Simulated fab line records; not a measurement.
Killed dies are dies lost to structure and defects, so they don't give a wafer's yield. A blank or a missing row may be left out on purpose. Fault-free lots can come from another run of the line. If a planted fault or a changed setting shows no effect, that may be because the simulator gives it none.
Matching of chambers    flow sky130    4 sister chambers for SKY_VIA2_CMP_02 on cmp-02
The step polishes SiO2. 16 wafers are shown with their chamber, then 8 later ones without.

== WAFERS, EACH WITH ITS CHAMBER ==
wafer   chamber  motorCurrentA (A)  headPressurePsi (psi)
L560.2  3        11.2               3.996
L560.4  0        11.8               3.999
L560.5  1        13.1               4.016
L559.1  3        10.8               3.992
L559.4  0        12.0               3.997
L559.6  2        11.7               4.013
L562.2  3        10.8               4.006
L562.4  1        14.1               3.991
L562.5  1        13.3               3.998
L563.1  2        11.4               3.997
L563.2  0        11.1               4.004
L563.3  1        13.3               3.991
L566.2  0        11.1               3.991
L566.3  2        11.8               3.989
L566.6  2        11.6               3.978
L568.2  3        10.4               3.991

SIGNATURES (means of the wafers above)
reading          chamber 0  chamber 1  chamber 2  chamber 3  scatter within a chamber
motorCurrentA    11.500     13.450     11.625     10.800     0.372
headPressurePsi  3.99775    3.99900    3.99425    3.99625    0.0104
Rule: distance of a wafer from a chamber = root of the sum over the readings of ((wafer's reading minus chamber's mean) / reading's scatter) squared. The wafer belongs to the nearest chamber; if the next one is less than 2 further off, it can't be placed. The scatter is the square root of a quotient: the sum, over the shown wafers, of each reading's squared deviation from its chamber's mean, divided by wafers minus chambers.

== WAFERS MISSING THEIR CHAMBER ==
wafer   motorCurrentA (A)  headPressurePsi (psi)
L568.3  11.9               4.016
L568.4  10.8               3.999
L569.1  13.7               4.010
L569.2  10.2               4.009
L569.5  12.0               3.996
L572.1  13.9               3.997
L572.2  10.5               3.986
L572.4  11.4               3.990

== CHAMBER TAKEN BY EACH ==
wafer   from the rows above           in truth
L568.3  can't be placed: 0 or 2 or 3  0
L568.4  can't be placed: 3 or 0       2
L569.1  1                             1
L569.2  can't be placed: 3 or 0       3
L569.5  can't be placed: 2 or 0       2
L572.1  1                             1
L572.2  can't be placed: 3 or 0 or 2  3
L572.4  can't be placed: 2 or 0 or 3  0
Placed correctly: 2 of 8. Unplaceable from these rows: 6, with the true chamber sitting among the candidates in 5. Placed wrongly: 0.
